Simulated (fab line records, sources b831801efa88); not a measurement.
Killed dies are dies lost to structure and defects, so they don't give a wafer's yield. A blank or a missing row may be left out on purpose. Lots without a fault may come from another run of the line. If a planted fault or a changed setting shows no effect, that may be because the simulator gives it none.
Tool commonality check    flow sky130    36 wafers sampled across 12 lots

== REASON FOR OPENING ==
At SKY_NWELL_TW_MEAS_26 the reading NWELL_2_TW is flagged on 2 of 12 lots. Fault-free wafers read 497, with a standard deviation of 4.3.
Rule: a lot is flagged when every wafer of it that has a number lies more than 4 standard deviations from that mean, or none has a number. As for the other lots, they are considered sound.

lot   measured      on             NWELL_2_TW, wafer by wafer  flag
L370  day 6 02:37   film_metro-04  502 504 502                 
L371  day 6 02:45   film_metro-03  500 502 499                 
L372  day 6 10:55   film_metro-04  502 502 502                 
L375  day 6 17:43   film_metro-04  501 502 497                 
L376  day 7 03:39   film_metro-04  499 496 496                 
L377  day 7 04:28   film_metro-04  497 496 497                 
L378  day 7 14:46   film_metro-03  496 500 502                 
L379  day 7 21:04   film_metro-03  497 496 497                 
L380  day 7 23:22   film_metro-02  492 494 491                 
L381  day 8 04:49   film_metro-03  459 460 459                 FLAGGED
L382  day 8 07:41   film_metro-02  455 455 451                 FLAGGED
L392  day 10 22:16  film_metro-04  504 500 501                 
The mean of the flagged lots' numbers is 456, -40 from the usual (-9 standard deviations).

== WHICH TOOL EACH LOT WENT THROUGH ==
Before the reading, the record contains 2 process steps out of a 708-step route. Cell contents, in order: the tool; ch with the chambers the sampled wafers went through; the start.
lot   flag     SKY_FIELD_ISO_CMP_27          SKY_NWELL_IMPLANT_24
L370           cmp-01 ch 0,1, day 2 21:08    implanter-01 ch 0, day 6 02:24
L371           cmp-01 ch 0,1, day 2 21:29    implanter-02 ch 0, day 6 02:31
L372           cmp-02 ch 1,2, day 3 06:37    implanter-01 ch 0, day 6 10:43
L375           cmp-01 ch 0,2,3, day 3 15:19  implanter-02 ch 0, day 6 17:28
L376           cmp-01 ch 1,2, day 3 22:34    implanter-03 ch 0, day 7 03:25
L377           cmp-02 ch 1,2,3, day 4 00:10  implanter-02 ch 0, day 7 04:13
L378           cmp-02 ch 1,2, day 4 08:23    implanter-01 ch 0, day 7 14:31
L379           cmp-02 ch 1,2,3, day 4 13:07  implanter-01 ch 0, day 7 20:50
L380           cmp-01 ch 0,2, day 4 14:40    implanter-02 ch 0, day 7 23:09
L381  FLAGGED  cmp-02 ch 0,1,3, day 4 20:22  implanter-01 ch 0, day 8 04:34
L382  FLAGGED  cmp-01 ch 0,3, day 4 23:22    implanter-01 ch 0, day 8 07:26
L392           cmp-01 ch 1,3, day 7 04:53    implanter-03 ch 0, day 10 22:02
What the steps here do:
- SKY_FIELD_ISO_CMP_27: polishes, stops on Si3N4, t overpolish 16 s, target thk 457.8 nm.
- SKY_NWELL_IMPLANT_24
- SKY_NWELL_TW_MEAS_26

== FLAGGED OVER TOTAL, TOOL BY TOOL (the gauges that took the reading come last) ==
step                  tool           lots run  flagged  share of the flagged lots  sound lots run after its first flagged lot
SKY_FIELD_ISO_CMP_27  cmp-01         7         1        some                       1 (L392)
SKY_FIELD_ISO_CMP_27  cmp-02         5         1        some                       0
SKY_NWELL_IMPLANT_24  implanter-01   6         2        all                        0
SKY_NWELL_IMPLANT_24  implanter-02   4         0        none                       -
SKY_NWELL_IMPLANT_24  implanter-03   2         0        none                       -
SKY_NWELL_TW_MEAS_26  film_metro-02  2         1        some                       0
SKY_NWELL_TW_MEAS_26  film_metro-03  4         1        some                       0
SKY_NWELL_TW_MEAS_26  film_metro-04  6         0        none                       -

== THE TABLE: WHAT IT ALLOWS ==
Rows of the table that ran each flagged lot: 1, that is implanter-01 at SKY_NWELL_IMPLANT_24.
- implanter-01 at SKY_NWELL_IMPLANT_24: 2 of its 6 lots flagged. It ran its last sound lot, L379, at day 7 20:50 and its first flagged lot, L381, at day 8 04:34: a fault with its onset between the two fits. Its own readings lie more than 4 standard deviations out on every wafer of the flagged lots: beam_on_s, faraday_current_uA.
One tool is left: implanter-01 at SKY_NWELL_IMPLANT_24.

== WHAT WAS PUT IN BY THE SIMULATOR ==
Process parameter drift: implanter-01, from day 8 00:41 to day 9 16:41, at SKY_NWELL_IMPLANT_24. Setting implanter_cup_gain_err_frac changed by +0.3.
Shown lots that were struck: L381, L382. Same finding as the rule above.
